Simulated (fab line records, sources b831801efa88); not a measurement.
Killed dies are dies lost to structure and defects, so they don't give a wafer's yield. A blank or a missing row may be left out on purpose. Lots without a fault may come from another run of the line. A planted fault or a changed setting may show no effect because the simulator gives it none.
Which tool did it? | flow gf180mcu | 12 lots, 36 wafers sampled, at 6 steps of a route of 602

WHAT THE GAUGES READ, wafer by wafer
GF_POLY_GATE_THK_MEAS_01.
lot  | measured     | on            | POLY_GATE_CVD_00_THK (nm)
L339 | day 8 15:11  | film_metro-02 | 199.6 198.2 198.2
L341 | day 9 03:16  | film_metro-04 | 201.4 203.1 200.7
L343 | day 9 20:47  | film_metro-02 | 202.4 202.7 202.8
L347 | day 11 00:45 | film_metro-02 | 202.3 200.9 201.0
L349 | day 11 16:31 | film_metro-03 | 201.0 199.7 200.4
L350 | day 11 20:49 | film_metro-02 | 204.7 204.3 205.2
L352 | day 12 05:25 | film_metro-04 | 199.0 200.6 200.6
L358 | day 14 02:55 | film_metro-03 | 200.7 201.5 198.0
L359 | day 14 08:30 | film_metro-02 | 200.1 201.6 200.8
L360 | day 14 13:04 | film_metro-03 | 200.4 201.2 201.7
L361 | day 15 00:28 | film_metro-04 | 198.8 198.4 197.6
L362 | day 15 07:10 | film_metro-03 | 201.1 201.4 200.8

GF_HV_LDD_TW_MEAS_38.
lot  | measured     | on            | HV_LDD_3_TW
L339 | day 11 17:41 | film_metro-03 | 1432 1435 1445
L341 | day 12 06:40 | film_metro-01 | 1436 1432 1442
L343 | day 13 02:26 | film_metro-01 | 1449 1446 1441
L347 | day 14 10:38 | film_metro-03 | 1442 1429 1434
L349 | day 15 03:12 | film_metro-03 | 1439 1440 1441
L350 | day 15 08:43 | film_metro-01 | 1394 1388 1402
L352 | day 15 17:54 | film_metro-03 | 1417 1410 1422
L358 | day 18 02:33 | film_metro-03 | 1434 1446 1435
L359 | day 18 05:52 | film_metro-01 | 1440 1432 1435
L360 | day 18 11:28 | film_metro-01 | 1441 1442 1431
L361 | day 18 22:30 | film_metro-04 | 1428 1435 1424
L362 | day 19 06:20 | film_metro-01 | 1429 1444 1436

GF_HV_LDD_RS_MEAS_53: measures by four-point-probe.
lot  | measured     | on            | HV_LDD_RS (ohm/sq)
L339 | day 12 13:07 | film_metro-03 | 416.9 417.8 415.3
L341 | day 13 02:25 | film_metro-03 | 418.2 417.7 417.6
L343 | day 13 22:39 | film_metro-01 | 418.3 419.0 418.5
L347 | day 15 08:00 | film_metro-03 | 416.4 417.2 417.0
L349 | day 16 01:31 | film_metro-01 | 418.0 419.2 417.5
L350 | day 16 07:29 | film_metro-04 | 422.0 421.6 422.4
L352 | day 16 17:08 | film_metro-01 | 423.3 422.7 423.4
L358 | day 19 02:53 | film_metro-01 | 418.8 419.0 418.6
L359 | day 19 07:16 | film_metro-03 | 417.8 417.1 417.8
L360 | day 19 12:25 | film_metro-03 | 417.7 418.5 417.7
L361 | day 19 23:19 | film_metro-01 | 417.3 416.3 416.7
L362 | day 20 07:10 | film_metro-01 | 418.0 417.9 418.0

GF_CONTACT_THK_MEAS_03.
lot  | measured     | on            | CONTACT_CVD_02_THK (nm)
L339 | day 15 08:13 | film_metro-04 | 854 862 880
L341 | day 15 22:09 | film_metro-03 | 880 868 860
L343 | day 16 20:46 | film_metro-03 | 844 847 844
L347 | day 18 09:49 | film_metro-04 | 857 843 864
L349 | day 19 05:10 | film_metro-04 | 877 866 867
L350 | day 19 10:11 | film_metro-03 | 837 852 843
L352 | day 19 21:01 | film_metro-04 | 855 864 871
L358 | day 22 08:19 | film_metro-04 | 868 850 871
L359 | day 22 11:55 | film_metro-04 | 860 874 862
L360 | day 22 18:11 | film_metro-01 | 866 874 874
L361 | day 23 03:05 | film_metro-03 | 885 867 881
L362 | day 23 10:19 | film_metro-04 | 860 853 873

WHICH TOOL RAN EACH LOT (tool, then ch and the chambers of the sampled wafers, then the start)
lot  | GF_HV_LDD_IMPLANT_34            | GF_SAB_STRIP_13
L339 | implanter-02 ch 0, day 11 17:08 | plasma_asher-04 ch 0,1, day 15 07:19
L341 | implanter-02 ch 0, day 12 06:09 | plasma_asher-04 ch 0,1, day 15 21:16
L343 | implanter-01 ch 0, day 13 01:53 | plasma_asher-01 ch 0,1, day 16 19:53
L347 | implanter-01 ch 0, day 14 10:05 | plasma_asher-03 ch 0,1, day 18 08:56
L349 | implanter-02 ch 0, day 15 02:41 | plasma_asher-03 ch 0,1, day 19 04:16
L350 | implanter-02 ch 0, day 15 08:11 | plasma_asher-03 ch 0,1, day 19 09:19
L352 | implanter-02 ch 0, day 15 17:22 | plasma_asher-03 ch 0,1, day 19 20:07
L358 | implanter-01 ch 0, day 18 02:02 | plasma_asher-04 ch 0,1, day 22 07:25
L359 | implanter-03 ch 0, day 18 05:19 | plasma_asher-04 ch 0,1, day 22 11:01
L360 | implanter-01 ch 0, day 18 10:58 | plasma_asher-01 ch 0,1, day 22 17:09
L361 | implanter-02 ch 0, day 18 21:59 | plasma_asher-01 ch 0,1, day 23 02:12
L362 | implanter-02 ch 0, day 19 05:48 | plasma_asher-03 ch 0,1, day 23 09:25
- GF_HV_LDD_IMPLANT_34
- GF_SAB_STRIP_13: strips in O2/N2.

WHAT THE TOOLS THEMSELVES READ (means of the sampled wafers that have a number; where no wafer has one, the mark that the record gives instead)
GF_HV_LDD_IMPLANT_34.
lot  | tool         | dose_ions_cm2 | faraday_current_uA
L339 | implanter-02 | 7.5e+12       | 41.5
L341 | implanter-02 | 7.5e+12       | 41.8
L343 | implanter-01 | 7.5e+12       | 42.9
L347 | implanter-01 | 7.5e+12       | 43.1
L349 | implanter-02 | 7.5e+12       | 41.8
L350 | implanter-02 | 5.6e+12       | 32.1
L352 | implanter-02 | 5.6e+12       | 31.7
L358 | implanter-01 | 7.5e+12       | 42.0
L359 | implanter-03 | 7.5e+12       | 42.3
L360 | implanter-01 | 7.5e+12       | 42.1
L361 | implanter-02 | 7.5e+12       | 41.9
L362 | implanter-02 | 7.5e+12       | 43.0

GF_SAB_STRIP_13.
lot  | tool            | drypump_motor_current_A (A) | heater_power_w (W) | n2_flow_sccm (sccm) | oes_product_au (a.u.) | strip_time_to_endpoint_s (s)
L339 | plasma_asher-04 | 5.57                        | 350                | 298.9               | 0.715                 | 12.64
L341 | plasma_asher-04 | 5.38                        | 340                | 298.9               | 0.715                 | 12.58
L343 | plasma_asher-01 | 5.77                        | 302                | 301.2               | 0.710                 | 12.66
L347 | plasma_asher-03 | 5.66                        | 373                | 299.7               | 0.709                 | 12.64
L349 | plasma_asher-03 | 5.67                        | 381                | 300.0               | 0.713                 | 12.60
L350 | plasma_asher-03 | 5.66                        | 376                | 299.2               | 0.709                 | 12.61
L352 | plasma_asher-03 | 5.66                        | 379                | 299.0               | 0.709                 | 12.64
L358 | plasma_asher-04 | 5.37                        | 340                | 299.2               | 0.710                 | 12.63
L359 | plasma_asher-04 | 5.54                        | 345                | 300.3               | 0.710                 | 12.57
L360 | plasma_asher-01 | 5.78                        | 304                | 301.6               | 0.705                 | 12.62
L361 | plasma_asher-01 | 5.76                        | 306                | 299.6               | 0.708                 | 12.65
L362 | plasma_asher-03 | 5.65                        | 367                | 300.8               | 0.711                 | 12.63

THE ANSWER, worked out from the rows above alone
Rule: what is usual is taken from the lots themselves. Put in order of their means at a reading, lots are off if they are a third of the lots or fewer, leave a main group of 4 or more, and stand apart from it by a gap of 3 or more times the standard deviation of the main group's means; of several such gaps the widest counts. A main group whose means are all the same, to the digits that the tables above print for the reading, isn't used. A lot without any number at a reading at which 4 lots or more have one is off too. The other lots that the step has rows for count as sound. The gauges are gone through in route order, then the tools' own readings, and for those a lot's mean is taken as printed above. The first step at which some lot is off is used, and at that step the reading that is off furthest; a lot without a number counts as furthest.
Off: L350, L352, at GF_HV_LDD_TW_MEAS_38 (HV_LDD_3_TW). The main group: mean 1437, standard deviation 3.9.
A tool fits if, at a process step before that reading, it ran every lot that is off, and no sound lot after the first of them. The gauges at GF_HV_LDD_TW_MEAS_38 aren't tried: what is off there is off at GF_HV_LDD_IMPLANT_34 too, on other tools, and a gauge's error can't cause that. None of those tried fits.

WHAT THE SIMULATOR HAD PUT IN
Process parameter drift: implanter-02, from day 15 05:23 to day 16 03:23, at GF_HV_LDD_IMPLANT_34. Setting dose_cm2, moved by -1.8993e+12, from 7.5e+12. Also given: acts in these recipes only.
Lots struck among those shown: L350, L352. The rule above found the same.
